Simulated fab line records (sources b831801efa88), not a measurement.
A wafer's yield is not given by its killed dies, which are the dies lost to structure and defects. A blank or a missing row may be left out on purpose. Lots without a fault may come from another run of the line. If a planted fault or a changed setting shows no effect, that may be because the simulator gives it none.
Which of the tools did it? -- flow gf180mcu -- Sampling: 12 lots, 36 wafers, 5 of 602 route steps

## WHAT THE GAUGES READ, wafer by wafer
GF_V3_RS_MEAS_24: measures by four-point-probe. Usual: V3_W_RS gives 0.329 ohm/sq (standard deviation 0.0032).
lot,measured,on,V3_W_RS (ohm/sq),flag
L689,day 23 09:25,film_metro-03,0.331 0.327 0.331,
L690,day 23 13:11,film_metro-02,0.331 0.332 0.331,
L692,day 24 19:58,film_metro-02,0.328 0.330 0.326,
L691,day 24 22:12,film_metro-02,0.324 0.330 0.334,
L693,day 25 00:50,film_metro-02,0.330 0.333 0.333,
L694,day 25 05:40,film_metro-03,0.331 0.330 0.330,
L696,day 26 05:35,film_metro-02,0.327 0.329 0.329,
L699,day 26 12:00,film_metro-04,0.328 0.332 0.330,
L702,day 27 19:34,film_metro-04,0.331 0.332 0.335,
L708,day 29 14:55,film_metro-03,0.326 0.334 0.330,
L707,day 29 15:17,film_metro-03,0.330 0.324 0.330,
L709,day 29 20:44,film_metro-03,0.331 0.331 0.328,

GF_M4_CD_MEAS_14: the cd target is 280 nm. Usual: cd_nm 279.9 nm, standard deviation 1.2.
lot,measured,on,cd_nm (nm),flag
L689,day 24 08:29,cd_sem-01,281.6 282.2 282.7,
L690,day 24 11:46,cd_sem-01,280.0 280.0 279.8,
L692,day 25 17:50,cd_sem-02,277.5 277.2 279.6,
L691,day 25 19:20,cd_sem-01,280.5 281.1 282.2,
L693,day 25 23:00,cd_sem-01,280.0 280.6 280.9,
L694,day 26 03:49,cd_sem-01,281.3 281.2 281.1,
L696,day 27 02:54,cd_sem-02,282.4 281.2 282.0,
L699,day 27 08:36,cd_sem-01,280.9 280.4 279.8,
L702,day 28 16:31,cd_sem-01,273.7 271.3 278.3,OFF
L708,day 30 10:09,cd_sem-01,280.3 281.0 280.1,
L707,day 30 10:49,cd_sem-02,279.0 280.0 279.0,
L709,day 30 15:11,cd_sem-02,278.6 278.4 279.2,

## TOOL THAT RAN EACH LOT (tool first, then ch and the chambers of the sampled wafers, then the start)
lot,GF_V3_SPUTTER_22,GF_M4_SPUTTER_02,GF_M4_EXPOSE_11
L689,"pvd_sputter-01, day 23 09:16","pvd_sputter-03, day 23 10:01","krf_scanner-01 ch 0, day 23 21:56"
L690,"pvd_sputter-04, day 23 13:01","pvd_sputter-02, day 23 13:46","krf_scanner-01 ch 0, day 24 00:57"
L692,"pvd_sputter-04, day 24 19:42","pvd_sputter-02, day 24 20:35","krf_scanner-02 ch 0, day 25 06:51"
L691,"pvd_sputter-01, day 24 22:03","pvd_sputter-01, day 24 22:49","krf_scanner-02 ch 0, day 25 09:02"
L693,"pvd_sputter-01, day 25 00:41","pvd_sputter-02, day 25 01:26","krf_scanner-02 ch 0, day 25 12:15"
L694,"pvd_sputter-02, day 25 05:31","pvd_sputter-03, day 25 06:17","krf_scanner-01 ch 0, day 25 17:38"
L696,"pvd_sputter-04, day 26 05:26","pvd_sputter-03, day 26 06:12","krf_scanner-01 ch 0, day 26 17:40"
L699,"pvd_sputter-01, day 26 11:51","pvd_sputter-02, day 26 12:37","krf_scanner-02 ch 0, day 26 22:52"
L702,"pvd_sputter-02, day 27 19:25","pvd_sputter-03, day 27 21:27","krf_scanner-02 ch 0, day 28 07:15"
L708,"pvd_sputter-01, day 29 14:46","pvd_sputter-02, day 29 15:31","krf_scanner-01 ch 0, day 30 00:48"
L707,"pvd_sputter-02, day 29 15:08","pvd_sputter-03, day 29 15:54","krf_scanner-01 ch 0, day 30 01:20"
L709,"pvd_sputter-01, day 29 20:35","pvd_sputter-02, day 29 21:20","krf_scanner-01 ch 0, day 30 06:38"
- GF_V3_SPUTTER_22: material TiN, target thk 10 nm, time 40 s.
- GF_M4_SPUTTER_02: material AlCu, target thk 450 nm, time 23.9 s.
- GF_M4_EXPOSE_11: exposes mask Metal4, target cd 280 nm.

## AS READ BY THE TOOLS THEMSELVES (means over the sampled wafers that have a number; for cases with no such wafer, the mark the record gives instead)
GF_V3_SPUTTER_22. Usual: throttle_valve_pct 29.7 %, standard deviation 0.6.
lot,tool,throttle_valve_pct (%),flag
L689,pvd_sputter-01,29.3,
L690,pvd_sputter-04,29.5,
L692,pvd_sputter-04,30.1,
L691,pvd_sputter-01,29.4,
L693,pvd_sputter-01,29.4,
L694,pvd_sputter-02,29.4,
L696,pvd_sputter-04,30.1,
L699,pvd_sputter-01,29.9,
L702,pvd_sputter-02,29.9,
L708,pvd_sputter-01,29.7,
L707,pvd_sputter-02,29.7,
L709,pvd_sputter-01,29.5,

GF_M4_SPUTTER_02. Usual: throttle_valve_pct 30.3 %, standard deviation 1.3.
lot,tool,throttle_valve_pct (%),flag
L689,pvd_sputter-03,30.9,
L690,pvd_sputter-02,29.8,
L692,pvd_sputter-02,29.2,
L691,pvd_sputter-01,29.8,
L693,pvd_sputter-02,29.3,
L694,pvd_sputter-03,31.9,
L696,pvd_sputter-03,31.0,
L699,pvd_sputter-02,29.9,
L702,pvd_sputter-03,29.9,
L708,pvd_sputter-02,29.7,
L707,pvd_sputter-03,30.9,
L709,pvd_sputter-02,29.4,

GF_M4_EXPOSE_11. Usual: exposure_dose_mJ_cm2 27.943, standard deviation 0.026.
lot,tool,exposure_dose_mJ_cm2,flag
L689,krf_scanner-01,27.930,
L690,krf_scanner-01,27.942,
L692,krf_scanner-02,27.967,
L691,krf_scanner-02,27.982,
L693,krf_scanner-02,27.997,
L694,krf_scanner-01,27.935,
L696,krf_scanner-01,27.926,
L699,krf_scanner-02,27.947,
L702,krf_scanner-02,27.618,OFF
L708,krf_scanner-01,27.921,
L707,krf_scanner-01,27.936,
L709,krf_scanner-01,27.925,

## THE ANSWER, worked out from the rows above alone
Rule: a lot counts as off when the mean over its wafers that have a number is more than 3 standard deviations away from the usual mean. Also off: a lot with no number at a reading for which 4 or more lots have one. Where the step has rows for the other lots, those lots are counted as sound. After the gauges, taken in route order, come the tools' own readings; for these a lot's mean is taken, as printed above. The first step at which some lot is off is used, and at that step the reading that is off furthest; a lot without a number counts as furthest.
Off: L702, at GF_M4_CD_MEAS_14 (cd_nm).
If a tool, at a process step before that reading, ran all the lots that are off and no sound lot after the first of them, it fits. Not tried: the gauges at GF_M4_CD_MEAS_14; whatever is off there is also off at GF_M4_EXPOSE_11, on other tools, and gauge error can't account for it. One fits: GF_M4_EXPOSE_11 on krf_scanner-02. A fault onset in the window from L699 (day 26 22:52, its last sound lot) to L702 (day 28 07:15, its first lot off) fits.
The tool's own readings at GF_M4_EXPOSE_11 bear it out: on the lots that are off they differ by more than 5 times the standard deviation of the sound lots' means. exposure_dose_mJ_cm2 reads 27.618 there against 27.946 on the sound lots.

## WHAT THE SIMULATOR HAD INSERTED
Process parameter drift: krf_scanner-02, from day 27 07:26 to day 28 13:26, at GF_M4_EXPOSE_11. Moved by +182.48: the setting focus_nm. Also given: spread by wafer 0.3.
Shown lots that were struck: L702. The rule above reached the same finding.
